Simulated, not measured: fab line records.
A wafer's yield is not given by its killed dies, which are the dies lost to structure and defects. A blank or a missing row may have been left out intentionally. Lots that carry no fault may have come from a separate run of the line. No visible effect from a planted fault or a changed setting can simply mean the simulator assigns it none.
Problem report, 8D (eight disciplines) form, completed by code + flow gf180mcu + the parts of the form that need people (team, actions taken, sign-off) are left out

1. WHAT WENT WRONG
Mean MVPSD_RS at GF_VT_IMPLANT_RS_MEAS_49: 1205 ohm/sq over 3 wafers in 3 lots; fault-free wafers: 1169 ohm/sq, standard deviation 4.2. That is +8.6 standard deviations from the usual mean.
The step: measures by four-point-probe.
Seen first at day 10 02:25 on filmMetro-02, wafer L728.2. The record has a number at this step for 34 wafers belonging to 12 lots. Rule for "out" (also "out of limits"): further than 4 standard deviations from the usual mean. Any other wafer with a number is counted as sound.

2. WHAT IT IS, AND WHAT IT ISN'T
| question                    | is                         | is not                                                                                                   |
|-----------------------------|----------------------------|----------------------------------------------------------------------------------------------------------|
| which readings at this step | MVPSD_RS                   | -                                                                                                        |
| which lots                  | L728, L729, L730           | L719, L720, L727, L731, L732, L734, L735, L739, L742                                                     |
| which wafers of those lots  | L728.2, L729.2, L730.2     | L728.1, L728.5, L729.3, L729.4                                                                           |
| read on which gauges        | filmMetro-02, filmMetro-04 | filmMetro-03                                                                                             |
| when                        | from day 10 02:25          | up to then (11 sound wafers); but 20 sound wafers of L729, L731, L732, L734, L735, L739, L742 came after |

3. THE SUSPECTS, EACH WITH WHAT RULES IT OUT
Counting: a tool at a process step up to the reading stays a suspect if it ran every lot that is out. Sound lots after the first of them don't rule it out here, since some wafers of a struck lot are sound.
- the gauge at GF_VT_IMPLANT_RS_MEAS_49 is ruled out. 2 gauges (filmMetro-02, filmMetro-04) read the wafers that are out.
- implanter-01 at GF_MVPSD_IMPLANT_09: kept. It processed each lot that is out (first: L728, day 7 06:53); up to then, its last sound lot is L720 (day 5 08:47).
The count leaves implanter-01 at GF_MVPSD_IMPLANT_09.

4. THE CAUSE (what the simulator had put in)
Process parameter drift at GF_MVPSD_IMPLANT_09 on implanter-01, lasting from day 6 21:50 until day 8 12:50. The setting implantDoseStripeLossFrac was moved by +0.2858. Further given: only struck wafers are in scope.
After counting, this tool was the only one left.

5. THE CHAIN OF EFFECTS, in route order
One row per reading whose mean, taken over the struck wafers that have a number, lies over 3 standard deviations from the usual. Readings are gone through only where the record gives a usual standard deviation; hours: the median, over the lots, of the time from a lot's start at the first step in this table giving one to that lot's start at this step; sigmas: the change measured in usual standard deviations.
| hours | step                     | reading  | usual       | on struck wafers | change | sigmas |
|-------|--------------------------|----------|-------------|------------------|--------|--------|
| 0     | GF_VT_IMPLANT_RS_MEAS_49 | MVPSD_RS | 1169 ohm/sq | 1205             | +36    | +8.6   |

6. HOW IT WOULD HAVE BEEN CAUGHT EARLIER
The first out-of-limits reading at a measuring or inspecting step in this record came at day 10 02:25, 77 hours after the fault's start at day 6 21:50.
Tool readings at GF_MVPSD_IMPLANT_09 with a usual standard deviation given in the record: none out on any struck wafer, hence no alarm at a limit of 4 standard deviations on them.
By day 10 02:25, every lot that is out (3) had started GF_MVPSD_IMPLANT_09 on implanter-01. None of them would have been spared by holding the tool at that moment.
